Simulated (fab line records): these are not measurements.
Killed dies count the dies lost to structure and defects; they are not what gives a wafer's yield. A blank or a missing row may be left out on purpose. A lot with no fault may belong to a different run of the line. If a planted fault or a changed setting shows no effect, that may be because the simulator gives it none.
The tool behind it: which one? ; flow gf180mcu ; 36 wafers from 12 lots sampled at 4 of the route's 602 steps

## WHAT THE GAUGES READ, wafer by wafer
GF_V5_CD_MEAS_14: target cd 260 nm.
lot;measured;on;cdNm (nm)
L456;day 27 09:04;cdSem-02;259.3 259.8 258.8
L458;day 28 05:32;cdSem-02;258.5 259.1 260.0
L459;day 28 07:12;cdSem-02;260.2 260.9 260.8
L460;day 28 17:15;cdSem-02;260.4 260.2 259.4
L461;day 28 23:36;cdSem-01;261.2 259.7 258.6
L472;day 32 14:50;cdSem-02;260.4 260.5 260.5
L474;day 33 00:53;cdSem-02;259.4 259.5 260.7
L473;day 33 01:54;cdSem-02;257.8 258.8 259.1
L476;day 33 08:42;cdSem-01;260.3 259.7 259.0
L475;day 33 13:16;cdSem-02;261.6 261.2 260.3
L477;day 33 17:35;cdSem-01;261.3 261.7 261.7
L478;day 33 22:20;cdSem-02;260.9 261.2 260.4

GF_PASSIVATION_THK_MEAS_03.
lot;measured;on;PASSIVATION_CVD_02_THK (nm)
L456;day 28 07:54;filmMetro-02;712 718 715
L458;day 29 03:54;filmMetro-01;689 701 700
L459;day 29 05:21;filmMetro-01;704 700 716
L460;day 29 15:40;filmMetro-02;693 704 705
L461;day 29 21:32;filmMetro-01;696 707 711
L472;day 33 09:59;filmMetro-01;701 703 715
L474;day 33 18:52;filmMetro-01;697 699 710
L473;day 33 20:10;filmMetro-03;698 705 708
L476;day 34 03:22;filmMetro-02;683 696 694
L475;day 34 08:31;filmMetro-02;685 706 703
L477;day 34 11:55;filmMetro-03;690 693 700
L478;day 34 16:39;filmMetro-03;700 701 711

## WHICH TOOL RAN EACH LOT (tool, then ch and the chambers of the sampled wafers, then the start)
lot;GF_M5_ETCH_09;GF_TOP_METAL_STRIP_17
L456;rieDiel-02 ch 0,1, day 26 10:53;plasmaAsher-03 ch 0,1, day 28 06:52
L458;rieDiel-03 ch 0,1,2, day 27 07:34;plasmaAsher-03 ch 0,1, day 29 02:56
L459;rieDiel-02 ch 0,1,3, day 27 09:53;plasmaAsher-01 ch 0,1, day 29 04:22
L460;rieDiel-02 ch 0,2, day 27 20:14;plasmaAsher-03 ch 0,1, day 29 14:40
L461;rieDiel-02 ch 0,1,3, day 28 02:29;plasmaAsher-01 ch 0, day 29 20:34
L472;rieDiel-01 ch 0,1, day 31 21:10;plasmaAsher-01 ch 0,1, day 33 09:02
L474;rieDiel-02 ch 0,1,2, day 32 07:37;plasmaAsher-01 ch 0,1, day 33 17:54
L473;rieDiel-01 ch 1,2,3, day 32 07:58;plasmaAsher-03 ch 0,1, day 33 19:12
L476;rieDiel-02 ch 0,1,3, day 32 15:26;plasmaAsher-03 ch 0,1, day 34 02:14
L475;rieDiel-01 ch 0,2,3, day 32 20:44;plasmaAsher-01 ch 0,1, day 34 07:01
L477;rieDiel-01 ch 1,3, day 33 00:41;plasmaAsher-02 ch 0,1, day 34 10:32
L478;rieDiel-01 ch 0,2,3, day 33 05:32;plasmaAsher-03 ch 0,1, day 34 15:40
- GF_M5_ETCH_09: etches Si3N4 in CF4/O2, target depth 52 nm, time 11.6 s.
- GF_TOP_METAL_STRIP_17: strips in O2/N2.

## AS READ BY THE TOOLS THEMSELVES (means over the sampled wafers that have a number; for cases with no such wafer, the mark the record gives instead)
GF_M5_ETCH_09.
lot;tool;drypumpMotorCurrentA (A);oesProductAu (a.u.);rfFwdPowerW (W);throttleValvePct (%)
L456;rieDiel-02;5.6;0.987;786;5.973
L458;rieDiel-03;5.6;1.003;786;5.971
L459;rieDiel-02;5.4;0.994;786;5.971
L460;rieDiel-02;5.9;0.987;785;5.966
L461;rieDiel-02;5.4;0.996;786;5.977
L472;rieDiel-01;6.2;0.996;782;5.974
L474;rieDiel-02;5.5;1.000;790;5.977
L473;rieDiel-01;5.6;0.999;779;5.971
L476;rieDiel-02;5.4;0.992;784;5.980
L475;rieDiel-01;5.4;0.997;778;5.979
L477;rieDiel-01;5.4;0.998;778;5.978
L478;rieDiel-01;5.3;1.004;782;5.966

GF_TOP_METAL_STRIP_17.
lot;tool;drypumpMotorCurrentA (A);heaterPowerW (W);o2FlowSccm (sccm);oesProductAu (a.u.);stripTimeToEndpointS (s)
L456;plasmaAsher-03;6.3;308;3009;0.714;13.36
L458;plasmaAsher-03;6.1;308;3009;0.708;13.49
L459;plasmaAsher-01;5.7;295;2999;0.711;13.55
L460;plasmaAsher-03;6.4;312;3000;0.707;13.42
L461;plasmaAsher-01;6.0;302;2993;0.713;13.45
L472;plasmaAsher-01;5.6;288;2997;0.708;13.44
L474;plasmaAsher-01;5.8;299;2999;0.712;13.36
L473;plasmaAsher-03;6.1;312;2993;0.713;13.41
L476;plasmaAsher-03;6.1;312;3008;0.712;13.36
L475;plasmaAsher-01;5.6;293;3008;0.713;13.50
L477;plasmaAsher-02;5.6;335;2984;0.707;13.55
L478;plasmaAsher-03;6.3;309;2993;0.717;13.38

## THE ANSWER, worked out from the rows above alone
Rule: what is usual is taken from the lots themselves. Put in order of their means at a reading, lots are off if they are a third of the lots or fewer, leave a main group of 4 or more, and stand apart from it by a gap of 3 or more times the standard deviation of the main group's means; of several such gaps the widest counts. A main group is skipped when, at the precision printed for the reading in the tables above, its means are all equal. A lot without any number at a reading at which 4 lots or more have one is off too. Any other lot the step has rows for is counted as sound. The gauges are gone through in route order, then the tools' own readings, and for those a lot's mean is taken as printed above. At the first step where some lot is off, the reading lying furthest off is the one used; lots without a number count as furthest.
Nothing can be told from this: no lot is off at any reading shown.

## WHAT THE SIMULATOR HAD INSERTED
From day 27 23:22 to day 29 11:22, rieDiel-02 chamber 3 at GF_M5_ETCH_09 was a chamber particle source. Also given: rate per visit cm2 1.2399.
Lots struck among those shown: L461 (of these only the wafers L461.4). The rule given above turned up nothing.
